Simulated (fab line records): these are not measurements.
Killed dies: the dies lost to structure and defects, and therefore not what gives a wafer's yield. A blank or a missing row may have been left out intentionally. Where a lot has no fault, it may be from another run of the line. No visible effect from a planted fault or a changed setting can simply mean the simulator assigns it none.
8D (eight disciplines) problem report, filled in by code :: flow sky130 :: the parts of the form that need people (team, actions taken, sign-off) are left out

## 1. PROBLEM STATEMENT
POLY_GATE_CVD_00_THK at SKY_POLY_GATE_THK_MEAS_01 reads a mean of 163.6 nm on 3 wafers of 1 lot; wafers without a fault read 178.8 nm with a standard deviation of 1.5. That puts it -10 standard deviations away from the usual mean.
Seen first at day 21 04:50 on film_metro-01, wafer L885.1. At this step, 39 wafers from 13 lots have a number in the record. Rule for "out" (also "out of limits"): further than 4 standard deviations from the usual mean. The rest of the wafers with a number are treated as sound.

## 2. WHAT IT IS, AND WHAT IT ISN'T
question: which readings at this step
is: POLY_GATE_CVD_00_THK
is not: -

question: which lots
is: L885
is not: L865, L866, L867, L868, L869, L870, L873, L875, L876, L878, L879, L887

question: which wafers of those lots
is: all that have a number
is not: -

question: read on which gauges
is: film_metro-01
is not: film_metro-02

question: when
is: from day 21 04:50
is not: up to then (33 sound wafers); but 3 sound wafers of L887 came after

## 3. THE SUSPECTS, EACH WITH WHAT RULES IT OUT
Counting: a tool at any process step up to the reading remains a suspect when it ran all the lots that are out and ran no sound lot after the first of those.
- ruled out: the gauge at SKY_POLY_GATE_THK_MEAS_01. All the wafers that are out were read on film_metro-01, but those of them that SKY_POLY_GATE_CVD_00 has rows for are out there too, on other tools.
- lpcvd-01 at SKY_POLY_GATE_CVD_00 (deposits poly-Si, target thk 180 nm, time 720 s): ruled out as a lasting fault. The sound lots L887 went through it after L885, its earliest lot that is out (day 21 03:38).
Left after counting: nothing in the record.

## 4. THE CAUSE (what the simulator had put in)
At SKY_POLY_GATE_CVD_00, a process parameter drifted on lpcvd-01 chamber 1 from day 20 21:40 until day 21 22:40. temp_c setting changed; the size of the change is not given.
It was ruled out by counting, in error; the rule expects a fault to strike all lots run on its tool from its start on, and this fault did not.

## 5. THE EFFECT CHAIN, in route order
Rows list readings where the struck wafers' mean (over those with a number) sits beyond 3 standard deviations from the usual. Only readings for which the record gives a usual standard deviation are gone through. hours: the time from each lot's start at the first step in this table that gives one to its start at this step, as a median over the lots. sigmas: the change in usual standard deviations.
hours: 0
step: SKY_POLY_GATE_CVD_00
reading: spike_tc_bottom_C
usual: 639.0 C
on struck wafers: 633.6
change: -5.4
sigmas: -3.0

hours: 0
step: SKY_POLY_GATE_CVD_00
reading: spike_tc_lower_C
usual: 619.5 C
on struck wafers: 614.0
change: -5.5
sigmas: -4.2

hours: 0
step: SKY_POLY_GATE_CVD_00
reading: spike_tc_upper_C
usual: 619.5 C
on struck wafers: 615.6
change: -3.9
sigmas: -3.5

hours: 0
step: SKY_POLY_GATE_CVD_00
reading: susceptor_temp_C
usual: 619.9 C
on struck wafers: 615.7
change: -4.2
sigmas: -13

hours: 1
step: SKY_POLY_GATE_THK_MEAS_01
reading: POLY_GATE_CVD_00_THK
usual: 178.8 nm
on struck wafers: 163.6
change: -15.2
sigmas: -10

hours: 65
step: SKY_POLY_GATE_ETCH_17
reading: oes_product_au
usual: 0.982 a.u.
on struck wafers: 0.926
change: -0.056
sigmas: -7.8
Process steps it contains:
- SKY_POLY_GATE_CVD_00: deposits poly-Si, target thk 180 nm, time 720 s.
- SKY_POLY_GATE_ETCH_17: etches poly-Si in HBr/Cl2, stops on SiO2, target depth 180 nm, time 70.5 s.

## 6. HOW IT WOULD HAVE BEEN CAUGHT EARLIER
Counted from the fault's start at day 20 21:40, it took 7 hours until the first out-of-limits reading at a measuring or inspecting step in this record, taken at day 21 04:50.
Tool's own readings at SKY_POLY_GATE_CVD_00, susceptor_temp_C: out on all struck wafers the step has rows for; an alarm limit on them would have tripped on the first.
